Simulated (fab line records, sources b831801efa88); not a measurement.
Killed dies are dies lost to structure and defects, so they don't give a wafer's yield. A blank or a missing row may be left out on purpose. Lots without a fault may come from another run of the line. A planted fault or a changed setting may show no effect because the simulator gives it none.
A struck lot beside a sound one | flow sky130 | 18 steps out of a route of 708
Sound: wafers L735.1, L735.3, L735.5. Struck: wafer L748.5. (L748.4 of the same lot was not struck and is left out.) The cause comes at the end.
At each step with rows: each side's tool, then ch and its chambers, then its first start. Under that, the readings that differ: sound wafers | struck wafers | difference of the means | sigmas: that difference in standard deviations of wafers without a fault.
alike: readings whose means differ by less than 2 such deviations, and words and numbers that are the same on both sides. not compared: withheld readings, readings that some wafer has no value for, bounds like >300 that may hide the same value, and numbers for which the record gives no deviation and whose values overlap.
The two part at a step that has a row with sigmas, a row that says differs or no value, or rows on one side only. Numbers that don't overlap but have no deviation are shown without sigmas and don't part them. A reading that every wafer of one side lacks parts them only if that side has two wafers or more.

SKY_FIELD_ISO_BOW_MEAS_00:
  sound on film_metro-03, day 2 06:00; struck on film_metro-04, day 4 23:04
  alike: INCOMING_BOW
then, 1 step without rows for these wafers: SKY_FIELD_ISO_OXIDATION_01 (stabilise 600 s, purge 300 s, target thk 12 nm).
SKY_FIELD_ISO_THK_MEAS_02:
  sound on film_metro-01, day 2 07:38; struck on film_metro-04, day 5 01:25
  alike: FIELD_ISO_OXIDATION_00_THK
then, 1 step without rows for these wafers: SKY_FIELD_ISO_CVD_03 (deposits Si3N4 from DCS/NH3, target thk 165 nm, time 2830 s).
SKY_FIELD_ISO_THK_MEAS_04:
  sound on film_metro-01, day 2 09:29; struck on film_metro-01, day 5 03:16
  alike: FIELD_ISO_CVD_03_THK
then, 3 steps without rows for these wafers: SKY_FIELD_ISO_DEHYDRATE_05 (time 60 s); SKY_FIELD_ISO_HMDS_06 (prime time 60 s); SKY_FIELD_ISO_COAT_07 (resist thk 60 nm).
SKY_FIELD_ISO_COAT_08: resist thk 450 nm.
  sound on litho_track-04 ch 0, day 2 17:00; struck on litho_track-04 ch 0, day 5 11:00
  reading                                          | sound             | struck | difference | sigmas
  model.KrF-thick_of_FIELD_ISO_COAT_08.thk_nm (nm) | 452.1 452.2 452.1 | 442.2  | -9.9       |
then, 4 steps without rows for these wafers: SKY_FIELD_ISO_SOFTBAKE_09 (time 90 s); SKY_FIELD_ISO_EXPOSE_10 (exposes mask FOM, target cd 150 nm); SKY_FIELD_ISO_PEB_11; SKY_FIELD_ISO_DEVELOP_12 (develop time 60 s).
SKY_FIELD_ISO_CD_MEAS_13: target cd 150 nm.
  sound on cd_sem-02, day 3 01:13; struck on cd_sem-02, day 5 21:22
  alike: cd_nm
SKY_FIELD_ISO_ETCH_14: etches BARC in N2/H2, stops on SiO2, time 45.9 s, target depth 60 nm.
  sound on rie_diel-04 ch 0,2,3, day 3 01:20; struck on rie_diel-02 ch 0, day 5 21:26
  alike: drypump_motor_current_A, oes_product_au, throttle_valve_pct
  not compared: rf_hours_counter_h
SKY_FIELD_ISO_ETCH_15: etches the open film in CHF3/O2, stops on Si, target depth 180 nm, time 72 s.
  sound on rie_diel-04 ch 0,2,3, day 3 01:22; struck on rie_diel-02 ch 0, day 5 21:28
  reading                                          | sound             | struck | difference | sigmas
  model.KrF-thick_of_FIELD_ISO_COAT_08.thk_nm (nm) | 239.2 240.8 239.9 | 231.7  | -8.3       |
  alike: drypump_motor_current_A, oes_product_au, throttle_valve_pct
  not compared: rf_hours_counter_h
SKY_FIELD_ISO_STRIP_16: strips in O2/N2.
  sound on plasma_asher-01 ch 0,1, day 3 01:26; struck on plasma_asher-04 ch 1, day 5 21:34
  reading                      | sound          | struck | difference | sigmas
  strip_time_to_endpoint_s (s) | 3.58 3.59 3.60 | 3.50   | -0.09      | -2
  alike: drypump_motor_current_A, oes_product_au
  not compared: rf_hours_counter_h
SKY_PAD_OPEN_PROBE_99:
  the record has rows for the sound wafers here (prober-02, day 47 03:32) and none for the struck ones

WHERE THEY PART
First at SKY_FIELD_ISO_STRIP_16; last, within this record, at SKY_PAD_OPEN_PROBE_99.

WHY: what the simulator had put in
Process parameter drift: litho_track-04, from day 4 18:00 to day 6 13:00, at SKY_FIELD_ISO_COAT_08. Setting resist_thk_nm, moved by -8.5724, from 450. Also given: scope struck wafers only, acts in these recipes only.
